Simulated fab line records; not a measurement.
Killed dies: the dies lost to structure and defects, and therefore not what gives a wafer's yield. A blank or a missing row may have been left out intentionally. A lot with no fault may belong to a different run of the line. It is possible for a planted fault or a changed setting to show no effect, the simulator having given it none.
Matching of chambers -- flow gf180mcu -- GF_V2_ETCH_16 on rie diel-02: 4 sister chambers
The step etches BARC in N2/H2. 8 wafers are shown with their chamber, then 8 later ones without.

## WAFERS PAIRED WITH THEIR CHAMBERS
wafer,chamber,drypump motor current A (A),oes product au (a.u.)
L081.5,1,5.95,0.852
L082.1,2,5.75,0.856
L082.3,1,5.97,0.860
L082.4,0,6.05,0.857
L089.1,0,6.05,0.858
L089.5,2,5.74,0.849
L089.6,3,5.59,0.855
L091.4,3,5.61,0.854

## WAFERS MISSING THEIR CHAMBER
wafer,drypump motor current A (A),oes product au (a.u.)
L091.5,5.62,0.856
L091.6,6.06,0.858
L092.1,5.76,0.851
L092.2,5.97,0.853
L092.3,5.61,0.849
L094.2,6.07,0.856
L094.4,5.61,0.849
L094.6,5.96,0.858

## THE CHAMBER EACH PASSED THROUGH
wafer,from the rows above,in truth
L091.5,3,3
L091.6,0,0
L092.1,2,2
L092.2,1,1
L092.3,3,3
L094.2,0,0
L094.4,3,3
L094.6,1,1
Correct placement for 8 of the 8. From these rows, 0 cannot be placed. Placed wrongly: 0.
How it was worked out, from the rows above alone: a wafer's distance from a chamber is the root of the sum, over the readings, of the square of ((its reading less the chamber's mean) divided by the reading's scatter). The wafer belongs to the nearest chamber; if the next one is less than 2 further off, it can't be placed. The mean given for a chamber averages the wafers shown for that chamber. The scatter is the square root of a quotient: the sum, over the shown wafers, of each reading's squared deviation from its chamber's mean, divided by wafers minus chambers.
